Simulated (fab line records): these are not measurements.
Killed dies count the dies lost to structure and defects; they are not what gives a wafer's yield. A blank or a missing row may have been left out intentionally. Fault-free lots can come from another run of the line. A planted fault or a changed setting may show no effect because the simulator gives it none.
Matching of chambers    flow gf180mcu    GF_PASSIVATION_CVD_02 on pecvd-01: 3 sister chambers
The step deposits Si3N4, target thk 700 nm, time 486.18 s. 3 wafers are shown with their chamber, then 7 later ones without.

## EACH WAFER AND ITS CHAMBER
wafer   chamber  heater_power_w (W)
L318.6  1        892
L330.2  2        737
L333.5  0        631

## WAFERS WHOSE CHAMBER IS MISSING
wafer   heater_power_w (W)
L333.6  714
L336.1  786
L336.5  784
L336.6  853
L338.1  780
L338.5  875
L338.6  615

## THE CHAMBER EACH PASSED THROUGH
wafer   from the rows above      in truth
L333.6  can't be placed: 2 or 0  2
L336.1  can't be placed: 2 or 1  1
L336.5  can't be placed: 2 or 1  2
L336.6  1                        1
L338.1  can't be placed: 2 or 1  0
L338.5  1                        1
L338.6  0                        0
3 of 7 placed correctly. Can't be placed from these rows: 4 (the true chamber is among the candidates in 3). 0 placed wrongly.
How it was worked out, from the rows above alone: a wafer's distance from a chamber is the root of the sum, over the readings, of the square of ((its reading less the chamber's mean) divided by the reading's scatter). If the next closest chamber is less than 2 further off than the closest, the wafer can't be placed; otherwise it belongs to the closest. The mean given for a chamber averages the wafers shown for that chamber. The scatter: with one shown wafer a chamber, the root of the mean of the squares of how far each hidden wafer lies from its nearest shown one.
